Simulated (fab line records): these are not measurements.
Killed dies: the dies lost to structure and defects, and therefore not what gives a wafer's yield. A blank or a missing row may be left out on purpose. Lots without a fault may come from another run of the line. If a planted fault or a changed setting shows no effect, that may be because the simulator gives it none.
Which tool was responsible? ; flow gf180mcu ; 24 lots, 72 wafers sampled, at 6 steps of a route of 602

== WHAT THE GAUGES READ, wafer by wafer ==
GF_M2_OVL_MEAS_15.
lot;measured;on;M2_OVL (nm)
L074;day 19 08:00;overlay-01;-4 5 -1
L075;day 19 12:05;overlay-02;-1 3 -8
L076;day 20 03:14;overlay-01;4 9 3
L077;day 20 14:40;overlay-02;6 5 2
L078;day 20 21:13;overlay-01;3 -4 -2
L079;day 21 05:49;overlay-01;-1 -5 -1
L080;day 21 11:59;overlay-01;-10 -5 -5
L081;day 21 22:14;overlay-02;0 2 8
L082;day 22 08:29;overlay-01;-2 4 -1
L084;day 23 00:19;overlay-01;-5 -7 -8
L083;day 23 04:31;overlay-02;-1 2 -3
L085;day 23 08:33;overlay-01;9 3 5
L086;day 23 18:32;overlay-01;0 2 -8
L087;day 23 21:23;overlay-02;7 7 5
L088;day 24 08:16;overlay-01;8 1 -1
L089;day 24 18:55;overlay-01;11 3 2
L090;day 25 01:01;overlay-01;-3 -6 0
L091;day 25 10:38;overlay-02;0 0 1
L092;day 25 15:14;overlay-01;3 -2 2
L093;day 25 21:22;overlay-01;-4 0 -6
L094;day 26 02:30;overlay-01;3 5 4
L095;day 26 07:56;overlay-02;-8 -1 5
L096;day 26 14:59;overlay-02;-2 -12 -8
L097;day 27 01:32;overlay-01;0 5 -1

GF_M5_CD_MEAS_07: the cd target is 280 nm.
lot;measured;on;cd_nm (nm)
L074;day 26 09:04;cd_sem-01;279.1 282.2 280.7
L075;day 26 13:34;cd_sem-01;280.1 282.3 280.2
L076;day 27 00:29;cd_sem-01;281.2 282.0 280.7
L077;day 27 11:11;cd_sem-01;280.3 280.4 280.7
L078;day 27 16:18;cd_sem-01;280.0 279.1 278.6
L079;day 27 23:37;cd_sem-01;280.2 281.9 280.5
L080;day 28 05:41;cd_sem-01;278.7 279.5 279.3
L081;day 28 13:53;cd_sem-02;278.9 279.8 280.2
L082;day 28 22:03;cd_sem-01;281.0 282.6 280.7
L084;day 29 11:59;cd_sem-02;280.7 280.5 279.1
L083;day 29 13:33;cd_sem-02;279.8 280.4 279.4
L085;day 29 21:01;cd_sem-02;281.8 282.2 280.8
L086;day 30 05:07;cd_sem-01;279.0 280.1 278.8
L087;day 30 05:30;cd_sem-01;278.6 279.7 279.0
L088;day 30 15:02;cd_sem-01;280.4 280.2 279.3
L089;day 30 22:46;cd_sem-02;279.7 279.4 278.4
L090;day 31 03:53;cd_sem-02;279.8 281.1 280.5
L091;day 31 12:30;cd_sem-02;278.5 278.7 278.3
L092;day 31 14:17;cd_sem-01;279.9 281.3 280.7
L093;day 31 20:12;cd_sem-01;282.9 281.7 280.4
L094;day 32 01:01;cd_sem-01;279.9 280.7 280.6
L095;day 32 06:20;cd_sem-01;280.8 280.8 281.2
L096;day 32 11:28;cd_sem-01;277.0 280.0 278.5
L097;day 32 20:28;cd_sem-02;282.7 281.6 281.6

GF_V5_THK_MEAS_25: measures by xrf.
lot;measured;on;V5_W_THK (nm)
L074;day 27 07:16;film_metro-04;341 338 338
L075;day 27 12:26;film_metro-02;347 354 346
L076;day 27 22:56;film_metro-02;343 342 339
L077;day 28 09:50;film_metro-04;343 343 346
L078;day 28 14:43;film_metro-04;346 343 347
L079;day 28 20:59;film_metro-02;345 346 339
L080;day 29 03:18;film_metro-02;343 339 341
L081;day 29 12:18;film_metro-04;343 337 342
L082;day 29 19:44;film_metro-04;349 345 349
L084;day 30 09:05;film_metro-04;343 338 343
L083;day 30 10:37;film_metro-04;338 343 343
L085;day 30 17:47;film_metro-02;351 353 352
L086;day 31 01:23;film_metro-02;348 348 351
L087;day 31 02:14;film_metro-02;348 357 349
L088;day 31 11:23;film_metro-02;349 352 352
L089;day 31 18:59;film_metro-02;343 345 353
L090;day 31 23:29;film_metro-02;351 349 349
L091;day 32 08:23;film_metro-04;342 350 345
L092;day 32 10:19;film_metro-02;347 341 342
L093;day 32 16:03;film_metro-04;342 341 344
L094;day 32 19:34;film_metro-04;344 348 346
L095;day 33 01:04;film_metro-04;342 346 347
L096;day 33 06:10;film_metro-02;343 345 344
L097;day 33 15:11;film_metro-04;350 352 351

GF_TOP_METAL_RS_MEAS_05: uses a four-point probe to measure.
lot;measured;on;TOP_METAL_ALCU_RS (ohm/sq)
L074;day 27 07:51;film_metro-04;0.0337 0.0328 0.0332
L075;day 27 13:01;film_metro-02;0.0330 0.0327 0.0325
L076;day 27 23:32;film_metro-02;0.0324 0.0330 0.0328
L077;day 28 10:26;film_metro-04;0.0330 0.0330 0.0330
L078;day 28 15:18;film_metro-04;0.0326 0.0327 0.0323
L079;day 28 21:35;film_metro-03;0.0329 0.0324 0.0320
L080;day 29 03:54;film_metro-04;0.0335 0.0327 0.0326
L081;day 29 12:53;film_metro-03;0.0328 0.0325 0.0322
L082;day 29 20:19;film_metro-02;0.0334 0.0322 0.0326
L084;day 30 09:41;film_metro-04;0.0323 0.0323 0.0329
L083;day 30 11:11;film_metro-02;0.0320 0.0324 0.0318
L085;day 30 18:34;film_metro-02;0.0323 0.0322 0.0321
L086;day 31 01:58;film_metro-04;0.0324 0.0322 0.0325
L087;day 31 02:50;film_metro-02;0.0325 0.0323 0.0323
L088;day 31 11:58;film_metro-02;0.0329 0.0327 0.0329
L089;day 31 19:35;film_metro-03;0.0336 0.0328 0.0331
L090;day 32 00:04;film_metro-04;0.0328 0.0333 0.0329
L091;day 32 09:11;film_metro-02;0.0321 0.0321 0.0321
L092;day 32 10:55;film_metro-04;0.0323 0.0325 0.0329
L093;day 32 16:38;film_metro-02;0.0329 0.0331 0.0330
L094;day 32 20:10;film_metro-02;0.0332 0.0335 0.0335
L095;day 33 01:40;film_metro-03;0.0335 0.0326 0.0328
L096;day 33 06:45;film_metro-03;0.0323 0.0326 0.0319
L097;day 33 15:59;film_metro-03;0.0325 0.0333 0.0324

GF_TOP_METAL_OVL_MEAS_15.
lot;measured;on;TOP_METAL_OVL (nm)
L074;day 28 03:51;overlay-02;2.2 1.3 0.7
L075;day 28 08:39;overlay-01;0.3 -0.3 0.6
L076;day 28 18:20;overlay-01;0.2 -1.1 -0.7
L077;day 29 05:37;overlay-02;-0.1 -0.5 -1.3
L078;day 29 10:25;overlay-02;0.3 -0.2 1.2
L079;day 29 16:49;overlay-01;-2.4 -2.5 -2.5
L080;day 29 22:36;overlay-01;-2.0 -2.3 -1.9
L081;day 30 06:44;overlay-01;-1.3 -2.5 -2.7
L082;day 30 14:49;overlay-01;-1.7 -0.3 -0.3
L084;day 31 03:17;overlay-02;1.3 0.6 2.2
L083;day 31 04:58;overlay-01;-1.9 -2.0 -1.9
L085;day 31 12:28;overlay-01;0.2 -1.1 -1.2
L086;day 31 19:10;overlay-02;-1.6 -0.5 -0.5
L087;day 31 20:18;overlay-01;-0.9 -1.0 -0.2
L088;day 32 05:25;overlay-01;-1.4 -1.5 -1.7
L089;day 32 12:28;overlay-02;-2.1 -2.7 -1.3
L090;day 32 16:31;overlay-02;0.2 0.8 0.0
L091;day 33 01:12;overlay-01;-1.3 -0.8 -0.4
L092;day 33 03:05;overlay-01;-0.7 -0.8 -1.3
L093;day 33 07:43;overlay-02;3.1 1.5 1.9
L094;day 33 12:00;overlay-02;1.5 -0.8 0.9
L095;day 33 17:42;overlay-02;0.6 0.9 1.7
L096;day 33 22:15;overlay-01;-0.6 0.2 -0.9
L097;day 34 06:48;overlay-01;-0.3 0.1 -0.6

== WHAT TOOL EACH LOT RAN ON (gives the tool, then ch and the chambers of the sampled wafers, and finally the start) ==
lot;GF_V5_SPUTTER_21
L074;pvd_sputter-02, day 27 06:53
L075;pvd_sputter-02, day 27 12:05
L076;pvd_sputter-02, day 27 22:35
L077;pvd_sputter-01, day 28 09:18
L078;pvd_sputter-03, day 28 14:23
L079;pvd_sputter-02, day 28 20:37
L080;pvd_sputter-03, day 29 02:57
L081;pvd_sputter-03, day 29 11:58
L082;pvd_sputter-01, day 29 19:24
L084;pvd_sputter-01, day 30 08:45
L083;pvd_sputter-02, day 30 10:17
L085;pvd_sputter-03, day 30 17:26
L086;pvd_sputter-03, day 31 01:03
L087;pvd_sputter-03, day 31 01:52
L088;pvd_sputter-01, day 31 11:03
L089;pvd_sputter-02, day 31 18:38
L090;pvd_sputter-02, day 31 23:08
L091;pvd_sputter-01, day 32 07:56
L092;pvd_sputter-01, day 32 09:58
L093;pvd_sputter-03, day 32 15:41
L094;pvd_sputter-01, day 32 19:13
L095;pvd_sputter-01, day 33 00:43
L096;pvd_sputter-03, day 33 05:49
L097;pvd_sputter-01, day 33 14:50
- GF_V5_SPUTTER_21: material Ti, target thk 15 nm, time 80.02 s.

== AS READ BY THE TOOLS THEMSELVES (means over the sampled wafers that have a number; for cases with no such wafer, the mark the record gives instead) ==
GF_V5_SPUTTER_21.
lot;tool;throttle_valve_pct (%)
L074;pvd_sputter-02;31.1
L075;pvd_sputter-02;31.1
L076;pvd_sputter-02;30.7
L077;pvd_sputter-01;29.8
L078;pvd_sputter-03;30.4
L079;pvd_sputter-02;30.4
L080;pvd_sputter-03;29.2
L081;pvd_sputter-03;29.9
L082;pvd_sputter-01;28.2
L084;pvd_sputter-01;29.2
L083;pvd_sputter-02;31.4
L085;pvd_sputter-03;30.4
L086;pvd_sputter-03;30.0
L087;pvd_sputter-03;30.7
L088;pvd_sputter-01;29.1
L089;pvd_sputter-02;30.9
L090;pvd_sputter-02;31.3
L091;pvd_sputter-01;30.2
L092;pvd_sputter-01;29.1
L093;pvd_sputter-03;30.4
L094;pvd_sputter-01;29.6
L095;pvd_sputter-01;28.1
L096;pvd_sputter-03;30.7
L097;pvd_sputter-01;29.1

== THE ANSWER, worked out from the rows above alone ==
Rule: what is usual is taken from the lots themselves. The widest of any qualifying gaps counts: lots, ordered by their means at a reading, are off when they make up no more than a third of the lots, leave a main group of 4 or more, and stand apart from it by 3 or more times the standard deviation of that group's means. The tables above print the reading to a certain number of digits; a main group whose means all agree to those digits is not used. A lot without any number at a reading at which 4 lots or more have one is off too. Where the step has rows for the other lots, those lots are counted as sound. Order of review: gauges by route order, followed by the tools' own readings, for which a lot's mean as printed above is used. At the first step where some lot is off, the reading lying furthest off is the one used; lots without a number count as furthest.
Across all readings shown, no lot is off: no conclusion can be drawn from this.

== WHAT THE SIMULATOR HAD INSERTED ==
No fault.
